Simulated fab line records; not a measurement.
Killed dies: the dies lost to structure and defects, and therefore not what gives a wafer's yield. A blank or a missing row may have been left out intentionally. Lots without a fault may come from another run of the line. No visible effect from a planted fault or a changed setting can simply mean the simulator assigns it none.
fab line records + flow gf180mcu
record:
- lots: 6
- wafers: 18
- lastDay: 33
route steps=602 shown NWELL@52 LVPWELL@54 MVSD@66 MVPSD@78
lots that met no fault: from a run of the same line without faults
startH: start of the lot's first displayed wafer, in hours after the record's first day + waitH: time in hours since the lot's previous step + " as in the row above + L1.1+2: several wafers, shown together as one row + - no value, or no start given + * or withheld: withheld + < > ~ a bound
route shown NAME@n: NAME is a module with steps in the file, n the number in the route of the first one + usual: mean and standard deviation over wafers with no fault + same: alike in all rows + chamber/n: place in a boat + sites: per-site readings + _std_site: the values' standard deviation + _edge_site: the outer-site mean with the inner-site mean subtracted + radiusMm: for every site, how far away it sits from the centre of the wafer + mask NAME#n: copy n + behind: tool/chamber where the wafer was last shaped + hold: what put the lot on hold/how long, in hours/how the hold closed + device: the n, p or np transistor that did not switch + end of line: the same wafers' tests at the end of the route + where a step has no rows: the recipe by itself + killed: the dies lost at the first sort to structure and to defects; this is not the yield of the wafer + map: a wafer's dies, x killed, . not, _ none there
set.NAME: the setting the step ran with; set.NAME@STEP: the setting that earlier step ran with + model.NAME: the simulator's own value behind a step, which no gauge read
a table for each step, a row for each wafer; lots at some steps of the route
services: when a tool's chamber went out of use (startH, in hours from the record's first day, below 0 if earlier), for how many hours, and the reason
== steps ==
step: GF_NWELL_STRIP_10
recipe:
- chemistry: O2/N2
- powerW: 1400
- pressureMtorr: 1500
- platenTempC: 250
- o2FlowSccm: 3000
- n2FlowSccm: 300
- overashFraction: 0.5
usual:
- chamberPressureMTorr: 1500.2/1.5
- drypumpMotorCurrentA: 5.85/0.29
- heaterPowerW: 328/36
- oesProductAu: 0.722/0.0044
- stripTimeToEndpointS: 36.99/0.11
| lot.wafer | tool           | chamber | startH | waitH | chamberPressureMTorr | drypumpMotorCurrentA | heaterPowerW | oesProductAu | rfHoursCounterH | stripTimeToEndpointS |
|-----------|----------------|---------|--------|-------|----------------------|----------------------|--------------|--------------|-----------------|----------------------|
| L460.1    | plasmaAsher-03 | 0       | 55.49  | 0.1   | 1501.8               | 6.24                 | 273          | 0.725        | 26              | 36.92                |
| L460.2    | "              | 1       | "      | "     | 1499.6               | 5.44                 | 315          | 0.720        | 26              | 36.88                |
| L460.4    | "              | 0       | "      | "     | 1500.9               | 6.23                 | 282          | 0.722        | -               | 37.05                |
| L461.1    | plasmaAsher-03 | 1       | 61.10  | 0.1   | 1500.9               | 5.45                 | 311          | 0.725        | 27              | 37.11                |
| L461.2    | "              | 0       | "      | "     | 1501.4               | 6.19                 | 290          | 0.723        | 27              | 37.06                |
| L461.4    | "              | 0       | "      | "     | 1502.5               | 6.23                 | 279          | 0.721        | -               | 37.05                |
| L465.3    | plasmaAsher-04 | 0       | 84.32  | 0.1   | 1501.0               | 6.00                 | 398          | 0.725        | -               | 36.88                |
| L465.5    | "              | 1       | "      | "     | 1499.1               | 5.72                 | 352          | 0.730        | -               | 36.76                |
| L465.6    | "              | 0       | "      | "     | 1500.3               | 5.99                 | 390          | 0.721        | -               | 36.97                |
| L466.2    | plasmaAsher-04 | 0       | 89.60  | 0.1   | 1501.0               | 5.98                 | 389          | 0.726        | 43              | 37.08                |
| L466.4    | "              | 1       | "      | "     | 1502.2               | 5.74                 | 341          | 0.723        | -               | 36.99                |
| L466.5    | "              | 0       | "      | "     | 1500.4               | 5.97                 | 398          | 0.721        | -               | 37.00                |
| L477.2    | plasmaAsher-02 | 1       | 149.89 | 0.1   | 1502.9               | 6.02                 | 363          | 0.724        | 47              | 36.86                |
| L477.4    | "              | 1       | "      | "     | 1504.4               | 6.01                 | 355          | 0.725        | -               | 36.94                |
| L477.6    | "              | 1       | "      | "     | 1499.6               | 5.98                 | 360          | 0.722        | -               | 36.97                |
| L479.1    | plasmaAsher-04 | 1       | 158.69 | 0.1   | 1499.8               | 5.72                 | 328          | 0.723        | 4               | 37.04                |
| L479.4    | "              | 0       | "      | "     | 1498.6               | 6.00                 | 363          | 0.720        | -               | 36.95                |
| L479.5    | "              | 0       | "      | "     | 1500.7               | 5.99                 | 362          | 0.718        | -               | 37.04                |
step: GF_NWELL_TW_MEAS_11
usual:
- NWELL_TW: 1562/11
| lot.wafer | tool         | chamber | startH | waitH | NWELL_TW |
|-----------|--------------|---------|--------|-------|----------|
| L460.1    | filmMetro-02 | -       | 55.59  | 0.1   | 1567     |
| L460.2    | "            | -       | "      | "     | 1556     |
| L460.4    | "            | -       | "      | "     | 1560     |
| L461.1    | filmMetro-01 | -       | 61.20  | 0.1   | 1564     |
| L461.2    | "            | -       | "      | "     | 1562     |
| L461.4    | "            | -       | "      | "     | 1563     |
| L465.3    | filmMetro-01 | -       | 84.41  | 0.1   | 1559     |
| L465.5    | "            | -       | "      | "     | 1571     |
| L465.6    | "            | -       | "      | "     | 1566     |
| L466.2    | filmMetro-02 | -       | 89.71  | 0.1   | 1554     |
| L466.4    | "            | -       | "      | "     | 1552     |
| L466.5    | "            | -       | "      | "     | 1551     |
| L477.2    | filmMetro-02 | -       | 150.00 | 0.1   | 1578     |
| L477.4    | "            | -       | "      | "     | 1577     |
| L477.6    | "            | -       | "      | "     | 1581     |
| L479.1    | filmMetro-02 | -       | 158.79 | 0.1   | 1570     |
| L479.4    | "            | -       | "      | "     | 1577     |
| L479.5    | "            | -       | "      | "     | 1567     |
step: GF_LVPWELL_DEHYDRATE_00
recipe:
- tempC: 200
- timeS: 60
step: GF_LVPWELL_HMDS_01
recipe:
- primeTimeS: 60
- primeTempC: 120
step: GF_LVPWELL_COAT_02
recipe:
- spinRpm: 2000
- resistThkNm: 3000
step: GF_LVPWELL_SOFTBAKE_03
recipe:
- tempC: 110
- timeS: withheld
step: GF_LVPWELL_EXPOSE_04
recipe:
- maskId: LVPWELL
- targetCdNm: 600
- na: 0.6
- sourceShape: conventional
- sigmaOuter: 0.6
- doseMj: 260
step: GF_LVPWELL_PEB_05
recipe:
- tempC: 115
- timeS: withheld
step: GF_LVPWELL_DEVELOP_06
recipe:
- wallAngleDeg: 90
- developTimeS: 60
- devTempC: 23
step: GF_LVPWELL_OVL_MEAS_07
usual:
- LVPWELL_OVL: -0.1/1.1
| lot.wafer | tool       | chamber | startH | waitH | LVPWELL_OVL[nm] |
|-----------|------------|---------|--------|-------|-----------------|
| L460.1    | overlay-01 | -       | 68.70  | -     | 0.3             |
| L460.2    | "          | -       | "      | "     | -0.2            |
| L460.4    | "          | -       | "      | "     | 0.1             |
| L461.1    | overlay-02 | -       | 74.36  | -     | 1.1             |
| L461.2    | "          | -       | "      | "     | 2.3             |
| L461.4    | "          | -       | "      | "     | 0.6             |
| L465.3    | overlay-01 | -       | 97.88  | -     | 2.0             |
| L465.5    | "          | -       | "      | "     | -1.0            |
| L465.6    | "          | -       | "      | "     | 0.5             |
| L466.2    | overlay-01 | -       | 103.67 | -     | -0.2            |
| L466.4    | "          | -       | "      | "     | 1.1             |
| L466.5    | "          | -       | "      | "     | 0.2             |
| L477.2    | overlay-02 | -       | 165.25 | -     | -3.5            |
| L477.4    | "          | -       | "      | "     | -0.8            |
| L477.6    | "          | -       | "      | "     | -1.5            |
| L479.1    | overlay-02 | -       | 174.35 | -     | -1.4            |
| L479.4    | "          | -       | "      | "     | -0.1            |
| L479.5    | "          | -       | "      | "     | 0.5             |
step: GF_LVPWELL_IMPLANT_08
recipe:
- species: B
- energyKev: 170
- doseCm2: 1.5e+13
- tiltDeg: 0
step: GF_LVPWELL_IMPLANT_09
recipe:
- species: B
- energyKev: 60
- doseCm2: 5e+12
- tiltDeg: 0
step: GF_LVPWELL_STRIP_10
recipe:
- chemistry: O2/N2
- powerW: 1400
- pressureMtorr: 1500
- platenTempC: 250
- o2FlowSccm: 3000
- n2FlowSccm: 300
- overashFraction: 0.5
usual:
- chamberPressureMTorr: 1500.2/1.5
- drypumpMotorCurrentA: 5.9/0.45
- heaterPowerW: 324/34
- oesProductAu: 0.723/0.0046
- stripTimeToEndpointS: 36.97/0.12
| lot.wafer | tool           | chamber | startH | waitH | chamberPressureMTorr | drypumpMotorCurrentA | heaterPowerW | oesProductAu | rfHoursCounterH | stripTimeToEndpointS | model.coat_of_LVPWELL_COAT_02.thkNm |
|-----------|----------------|---------|--------|-------|----------------------|----------------------|--------------|--------------|-----------------|----------------------|-------------------------------------|
| L460.1    | plasmaAsher-03 | 0       | 69.03  | 0.1   | 1501.3               | 6.2                  | 283          | 0.722        | 28              | 36.93                | 0                                   |
| L460.2    | "              | 1       | "      | "     | 1499.8               | 5.4                  | 304          | 0.720        | 28              | 36.96                | 0                                   |
| L460.4    | "              | 0       | "      | "     | 1499.0               | 6.3                  | 287          | 0.725        | -               | 36.90                | 0                                   |
| L461.1    | plasmaAsher-01 | 0       | 74.69  | 0.1   | 1499.3               | 5.5                  | 367          | 0.726        | 40              | 36.97                | 0                                   |
| L461.2    | "              | 1       | "      | "     | 1498.7               | 6.6                  | 301          | 0.718        | 40              | 36.95                | 0                                   |
| L461.4    | "              | 0       | "      | "     | 1499.8               | 5.5                  | 370          | 0.722        | -               | 36.92                | 0                                   |
| L465.3    | plasmaAsher-01 | 0       | 98.23  | 0.1   | -                    | -                    | -            | -            | -               | -                    | 3015                                |
| L465.5    | "              | 0       | "      | "     | -                    | -                    | -            | -            | -               | -                    | 3018                                |
| L465.6    | "              | 1       | "      | "     | -                    | -                    | -            | -            | -               | -                    | 3024                                |
| L466.2    | plasmaAsher-01 | 1       | 104.00 | 0.1   | -                    | -                    | -            | -            | -               | -                    | 3027                                |
| L466.4    | "              | 0       | "      | "     | -                    | -                    | -            | -            | -               | -                    | 3028                                |
| L466.5    | "              | 0       | "      | "     | -                    | -                    | -            | -            | -               | -                    | 3032                                |
| L477.2    | plasmaAsher-03 | 1       | 165.58 | 0.1   | 1498.5               | 5.4                  | 301          | 0.718        | 40              | 36.88                | 0                                   |
| L477.4    | "              | 0       | "      | "     | 1499.0               | 6.2                  | 277          | 0.724        | -               | 36.89                | 0                                   |
| L477.6    | "              | 0       | "      | "     | 1500.3               | 6.2                  | 282          | 0.720        | -               | 36.92                | 0                                   |
| L479.1    | plasmaAsher-01 | 0       | 174.69 | 0.1   | 1498.5               | 5.5                  | 365          | 0.723        | 52              | 37.02                | 0                                   |
| L479.4    | "              | 1       | "      | "     | 1498.5               | 6.6                  | 307          | 0.715        | -               | 37.12                | 0                                   |
| L479.5    | "              | 0       | "      | "     | 1501.3               | 5.4                  | 377          | 0.726        | -               | 37.11                | 0                                   |
step: GF_LVPWELL_TW_MEAS_11
usual:
- LVPWELL_TW: 555/3.3
| lot.wafer | tool         | chamber | startH | waitH | LVPWELL_TW |
|-----------|--------------|---------|--------|-------|------------|
| L460.1    | filmMetro-01 | -       | 69.13  | 0.1   | 557        |
| L460.2    | "            | -       | "      | "     | 559        |
| L460.4    | "            | -       | "      | "     | 561        |
| L461.1    | filmMetro-03 | -       | 74.79  | 0.1   | 554        |
| L461.2    | "            | -       | "      | "     | 551        |
| L461.4    | "            | -       | "      | "     | 554        |
| L465.3    | filmMetro-01 | -       | 98.32  | 0.1   | 555        |
| L465.5    | "            | -       | "      | "     | 557        |
| L465.6    | "            | -       | "      | "     | 558        |
| L466.2    | filmMetro-01 | -       | 104.11 | 0.1   | 556        |
| L466.4    | "            | -       | "      | "     | 559        |
| L466.5    | "            | -       | "      | "     | 559        |
| L477.2    | filmMetro-02 | -       | 165.69 | 0.1   | 560        |
| L477.4    | "            | -       | "      | "     | 561        |
| L477.6    | "            | -       | "      | "     | 559        |
| L479.1    | filmMetro-02 | -       | 174.79 | 0.1   | 554        |
| L479.4    | "            | -       | "      | "     | 556        |
| L479.5    | "            | -       | "      | "     | 553        |
step: GF_MVSD_DEHYDRATE_00
recipe:
- tempC: 200
- timeS: 60
step: GF_MVSD_HMDS_01
recipe:
- primeTimeS: 60
- primeTempC: 120
step: GF_MVSD_COAT_02
recipe:
- spinRpm: 2000
- resistThkNm: 3000
step: GF_MVSD_SOFTBAKE_03
recipe:
- tempC: 110
- timeS: withheld
step: GF_MVSD_EXPOSE_04
recipe:
- maskId: MVSD
- targetCdNm: 1000
- na: 0.6
- sourceShape: conventional
- sigmaOuter: 0.6
- doseMj: 260
step: GF_MVSD_PEB_05
recipe:
- tempC: 115
- timeS: withheld
step: GF_MVSD_DEVELOP_06
recipe:
- wallAngleDeg: 90
- developTimeS: 57.93
- devTempC: 23
step: GF_MVSD_OVL_MEAS_07
usual:
- MVSD_OVL: 0.6/1.5
| lot.wafer | tool       | chamber | startH | waitH | MVSD_OVL[nm] |
|-----------|------------|---------|--------|-------|--------------|
| L460.1    | overlay-01 | -       | 82.60  | -     | -1.4         |
| L460.2    | "          | -       | "      | "     | 2.7          |
| L460.4    | "          | -       | "      | "     | -0.1         |
| L461.1    | overlay-01 | -       | 88.09  | -     | 2.6          |
| L461.2    | "          | -       | "      | "     | -0.2         |
| L461.4    | "          | -       | "      | "     | 0.2          |
| L465.3    | overlay-01 | -       | 112.71 | -     | 2.6          |
| L465.5    | "          | -       | "      | "     | 3.1          |
| L465.6    | "          | -       | "      | "     | 2.8          |
| L466.2    | overlay-01 | -       | 118.37 | -     | 2.0          |
| L466.4    | "          | -       | "      | "     | 0.1          |
| L466.5    | "          | -       | "      | "     | 1.3          |
| L477.2    | overlay-02 | -       | 181.66 | -     | 0.4          |
| L477.4    | "          | -       | "      | "     | -1.0         |
| L477.6    | "          | -       | "      | "     | 2.2          |
| L479.1    | overlay-01 | -       | 190.86 | -     | -1.1         |
| L479.4    | "          | -       | "      | "     | 1.4          |
| L479.5    | "          | -       | "      | "     | -0.9         |
step: GF_MVSD_IMPLANT_08
recipe:
- species: P
- energyKev: 400
- doseCm2: 1.6e+13
- tiltDeg: 0
step: GF_MVSD_IMPLANT_09
recipe:
- species: P
- energyKev: 100
- doseCm2: 5e+12
- tiltDeg: 0
step: GF_MVSD_STRIP_10
recipe:
- chemistry: O2/N2
- powerW: 1400
- pressureMtorr: 1500
- platenTempC: 250
- o2FlowSccm: 3000
- n2FlowSccm: 300
- overashFraction: 0.5
usual:
- chamberPressureMTorr: 1500.3/2.3
- drypumpMotorCurrentA: 5.9/0.37
- heaterPowerW: 347/26
- oesProductAu: 0.723/0.0041
- stripTimeToEndpointS: 36.97/0.12
| lot.wafer | tool           | chamber | startH | waitH | chamberPressureMTorr | drypumpMotorCurrentA | heaterPowerW | oesProductAu | rfHoursCounterH | stripTimeToEndpointS |
|-----------|----------------|---------|--------|-------|----------------------|----------------------|--------------|--------------|-----------------|----------------------|
| L460.1    | plasmaAsher-04 | 0       | 82.93  | 0.1   | 1500.6               | 6.0                  | 398          | 0.720        | 43              | 37.10                |
| L460.2    | "              | 1       | "      | "     | 1500.9               | 5.7                  | 345          | 0.721        | 43              | 36.93                |
| L460.4    | "              | 1       | "      | "     | 1500.2               | 5.7                  | 343          | 0.719        | -               | 36.93                |
| L461.1    | plasmaAsher-01 | 0       | 88.43  | 0.1   | 1499.8               | 5.5                  | 363          | 0.727        | 42              | 37.08                |
| L461.2    | "              | 1       | "      | "     | 1498.9               | 6.6                  | 309          | 0.724        | 42              | 37.13                |
| L461.4    | "              | 0       | "      | "     | 1500.5               | 5.4                  | 363          | 0.722        | -               | 37.06                |
| L465.3    | plasmaAsher-01 | 0       | 113.06 | 0.1   | 1499.5               | 5.5                  | 366          | 0.741        | -               | 81.54                |
| L465.5    | "              | 1       | "      | "     | 1499.8               | 6.6                  | 312          | 0.740        | -               | 81.59                |
| L465.6    | "              | 0       | "      | "     | 1502.3               | 5.5                  | 367          | 0.738        | -               | 81.51                |
| L466.2    | plasmaAsher-04 | 1       | 118.70 | 0.1   | 1498.8               | 5.7                  | 321          | 0.751        | 0               | 81.66                |
| L466.4    | "              | 0       | "      | "     | 1499.5               | 6.0                  | 367          | 0.741        | -               | 81.70                |
| L466.5    | "              | 0       | "      | "     | 1499.5               | 6.0                  | 360          | 0.740        | -               | 81.64                |
| L477.2    | plasmaAsher-04 | 1       | 181.99 | 0.1   | 1502.1               | 5.7                  | 319          | 0.729        | 6               | 37.13                |
| L477.4    | "              | 1       | "      | "     | 1498.9               | 5.7                  | 326          | 0.719        | -               | 37.08                |
| L477.6    | "              | 1       | "      | "     | 1499.7               | 5.7                  | 330          | 0.721        | -               | 37.13                |
| L479.1    | plasmaAsher-01 | 0       | 191.20 | 0.1   | 1501.9               | 5.4                  | 365          | 0.721        | 54              | 36.80                |
| L479.4    | "              | 1       | "      | "     | 1500.0               | 6.6                  | 302          | 0.726        | -               | 36.89                |
| L479.5    | "              | 1       | "      | "     | 1500.8               | 6.6                  | 302          | 0.723        | -               | 36.83                |
step: GF_MVSD_TW_MEAS_11
usual:
- MVSD_TW: 1569/10
| lot.wafer | tool         | chamber | startH | waitH | MVSD_TW |
|-----------|--------------|---------|--------|-------|---------|
| L460.1    | filmMetro-03 | -       | 83.03  | 0.1   | 1558    |
| L460.2    | "            | -       | "      | "     | 1568    |
| L460.4    | "            | -       | "      | "     | 1563    |
| L461.1    | filmMetro-01 | -       | 88.53  | 0.1   | 1561    |
| L461.2    | "            | -       | "      | "     | 1567    |
| L461.4    | "            | -       | "      | "     | 1554    |
| L465.3    | filmMetro-02 | -       | 113.15 | 0.1   | 30      |
| L465.5    | "            | -       | "      | "     | 30      |
| L465.6    | "            | -       | "      | "     | 30      |
| L466.2    | filmMetro-02 | -       | 118.81 | 0.1   | 30      |
| L466.4    | "            | -       | "      | "     | 30      |
| L466.5    | "            | -       | "      | "     | 30      |
| L477.2    | filmMetro-01 | -       | 182.10 | 0.1   | 1576    |
| L477.4    | "            | -       | "      | "     | 1577    |
| L477.6    | "            | -       | "      | "     | 1584    |
| L479.1    | filmMetro-01 | -       | 191.30 | 0.1   | 1573    |
| L479.4    | "            | -       | "      | "     | 1581    |
| L479.5    | "            | -       | "      | "     | 1583    |
step: GF_MVPSD_DEHYDRATE_00
recipe:
- tempC: 200
- timeS: 60
== services ==
| tool           | chamber | startH | hours | kind      |
|----------------|---------|--------|-------|-----------|
| plasmaAsher-02 | -       | 67.75  | 47.3  | pm        |
| plasmaAsher-01 | -       | 80.93  | 3.4   | repair    |
| plasmaAsher-04 | -       | 108.75 | 9.0   | pm        |
| plasmaAsher-04 | 0       | 108.75 | 9.0   | ventCycle |
| plasmaAsher-04 | 1       | 108.75 | 9.0   | ventCycle |
| plasmaAsher-04 | 0       | 117.75 | -     | clean     |
| plasmaAsher-04 | 1       | 117.75 | -     | clean     |
| plasmaAsher-01 | -       | 128.37 | 1.4   | repair    |
| plasmaAsher-04 | -       | 169.65 | 5.1   | repair    |
| plasmaAsher-02 | -       | 187.20 | 4.3   | pm        |
== key ==
firstSign:
- step: GF_LVPWELL_STRIP_10
- reading: toolRecord
- direction: missing
effect:
- step: GF_MVSD_STRIP_10
- reading: stripTimeToEndpointS
- direction: up
- sigmas: 99+
- usual: *
- struck: *
effect:
- step: GF_MVSD_TW_MEAS_11
- reading: MVSD_TW
- direction: down
- sigmas: 99+
- usual: 1569
- struck: 30
modelEffect:
- step: GF_LVPWELL_STRIP_10
- value: coat_of_LVPWELL_COAT_02.thkNm
- without: 0
- struck: 3024
metAt GF_LVPWELL_STRIP_10
struckWafers L465.3,L465.5,L465.6,L466.2,L466.4,L466.5
sortLeftOut L465.3,L465.5,L465.6,L466.2,L466.4,L466.5
testerLeftOut L465,L466
onsetBetween 74.69 98.23
fault:
- kind: skippedStepWhole
- tool: plasmaAsher-01
- chamber: -
- onsetH: 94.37
- steps: GF_LVPWELL_STRIP_10
- scope: struckLotsOnly
testerLeftOut: of these lots the tester's yield and bins aren't shown, on N5 and GAA mostly nor the transistor test; their killed dies are dies lost to structure and defects alone, not to doping, threshold or leakage, so they don't give the yield
sortLeftOut: the simulated sort isn't trusted on such a fault, so these wafers' sort isn't shown, and their yield isn't known
